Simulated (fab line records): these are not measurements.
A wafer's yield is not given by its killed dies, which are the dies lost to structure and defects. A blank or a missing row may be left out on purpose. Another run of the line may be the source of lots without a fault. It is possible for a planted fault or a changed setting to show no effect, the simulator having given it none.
2 desks, one fault :: flow gf180mcu :: only its own numbers are on each desk; what lay behind them is given at the end

THE TOOL OWNER'S DESK: implanter-02
GF_VT_IMPLANT_IMPLANT_08, tool's own readings: per-lot mean of the sampled wafers with a number, covering each lot this tool ran. Any lot whose mean is over 4 standard deviations away from the usual mean is out of limits and marked OUT; that distance is given in the brackets.
Columns: A = dose_ions_cm2 at GF_VT_IMPLANT_IMPLANT_08, usual 8.29e+12; B = faraday_current_uA at GF_VT_IMPLANT_IMPLANT_08, usual 46.9
lot: L319
first seen here: day 6 13:30
A: 8.30e+12
B: 47.1

lot: L321
first seen here: day 7 02:57
A: 8.29e+12
B: 46.8

lot: L322
first seen here: day 7 14:19
A: 8.30e+12
B: 46.1

lot: L324
first seen here: day 7 21:48
A: 8.28e+12
B: 46.8

lot: L333
first seen here: day 10 09:20
A: 7.60e+12 (-75) OUT
B: 42.7 (-4.3) OUT

lot: L334
first seen here: day 10 11:26
A: 7.58e+12 (-77) OUT
B: 43.7
This desk's verdict: out of limits on L333, L334, starting with L333 at day 10 09:20 (dose_ions_cm2 at GF_VT_IMPLANT_IMPLANT_08). L319, L321, L322, L324 stayed within limits.

FROM THE METROLOGY DESK
What the gauges read, lot by lot, whatever tool the lot ran on: means of the sampled wafers that have a number. Any lot whose mean is over 4 standard deviations away from the usual mean is out of limits and marked OUT; that distance is given in the brackets.
Columns: A = cd_nm at GF_STI_CD_MEAS_12, usual 220.1 nm; B = HV_LDD_2_TW at GF_HV_LDD_TW_MEAS_23, usual 1048; C = NSD_OVL at GF_NSD_OVL_MEAS_08, usual -0.7 nm
lot: L318
first seen here: day 2 16:18
A: 219.6
B: 1054
C: -2.1

lot: L319
first seen here: day 2 20:34
A: 218.8
B: 1036
C: -0.6

lot: L321
first seen here: day 3 08:16
A: 221.4
B: 1043
C: 1.8

lot: L322
first seen here: day 3 13:22
A: 220.5
B: 1036
C: -0.3

lot: L323
first seen here: day 3 18:18
A: 217.2
B: 1036
C: -0.8

lot: L324
first seen here: day 3 22:52
A: 220.7
B: 1044
C: -1.6

lot: L325
first seen here: day 4 04:19
A: 223.8
B: 1059
C: 0.4

lot: L327
first seen here: day 4 14:48
A: 220.4
B: 1034
C: -2.6

lot: L328
first seen here: day 4 19:57
A: 220.6
B: 1062
C: 0.1

lot: L333
first seen here: day 5 23:01
A: 221.9
B: 1044
C: 0.9

lot: L334
first seen here: day 6 04:12
A: 217.8
B: 1041
C: -0.7

lot: L336
first seen here: day 6 13:50
A: 218.9
B: 1045
C: 0.8

lot: L337
first seen here: day 6 19:44
A: 220.7
B: 1041
C: -0.4

lot: L338
first seen here: day 7 00:05
A: 221.3
B: 1052
C: -2.2
This desk's finding: nothing out of limits on any of the 14 lots.

ALL TOGETHER
The tool owner's desk could have raised an alarm at day 10 09:20, on L333, L334.
Metrology desk: nothing out of limits seen.
The metrology desk holds a record of L333, L334, inside its limits.
Of the lots named, all ran GF_VT_IMPLANT_IMPLANT_08 on implanter-02.

WHAT THE SIMULATOR HAD PUT IN
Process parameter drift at GF_VT_IMPLANT_IMPLANT_08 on implanter-02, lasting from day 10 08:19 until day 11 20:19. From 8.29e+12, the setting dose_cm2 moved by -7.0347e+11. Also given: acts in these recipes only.
Lots struck among those shown: L333, L334.
Delay in hours, fault start to first out-of-limits reading, by desk: the tool owner's desk at 1.
